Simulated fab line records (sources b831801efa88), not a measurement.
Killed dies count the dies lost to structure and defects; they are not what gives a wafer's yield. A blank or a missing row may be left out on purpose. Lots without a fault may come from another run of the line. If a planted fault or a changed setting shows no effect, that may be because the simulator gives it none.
Which tool is to blame?	flow sky130	12 lots (36 wafers sampled), 1 step of a 708-step route

== WHAT THE GAUGES SHOWED, per wafer ==
SKY_LDD_HVP_OVL_MEAS_07.
lot	measured	on	LDD_HVP_OVL (nm)
L075	day 22 07:43	overlay-02	0.5 0.1 -0.1
L077	day 22 23:35	overlay-02	0.8 -0.4 2.0
L079	day 23 09:13	overlay-02	2.6 0.2 0.5
L081	day 24 02:56	overlay-01	1.7 1.1 2.2
L083	day 24 23:08	overlay-02	1.3 0.2 2.2
L085	day 25 13:47	overlay-01	-0.6 -1.4 -0.5
L087	day 26 16:28	overlay-01	-0.6 -1.2 -1.0
L091	day 27 10:28	overlay-02	1.5 1.6 1.3
L089	day 27 11:59	overlay-02	0.2 1.5 1.9
L093	day 28 20:50	overlay-01	2.0 1.7 3.3
L095	day 28 22:29	overlay-01	0.4 -0.2 0.5
L097	day 29 07:32	overlay-01	0.1 0.8 -0.3

== EACH LOT AND THE TOOL THAT RAN IT (in order: tool; ch and the chambers of the sampled wafers; start) ==
Record: no process step prior to these readings.

== THE ANSWER, worked out from the rows above alone ==
Rule: usual is defined by the lots themselves. Put in order of their means at a reading, lots are off if they are a third of the lots or fewer, leave a main group of 4 or more, and stand apart from it by a gap of 3 or more times the standard deviation of the main group's means; of several such gaps the widest counts. The tables above print the reading to a certain number of digits; a main group whose means all agree to those digits is not used. Also off: a lot with no number at a reading for which 4 or more lots have one. All remaining lots with rows at the step are treated as sound.
No lot is off at any reading shown: from this, nothing can be told.

== WHAT WAS PUT IN BY THE SIMULATOR ==
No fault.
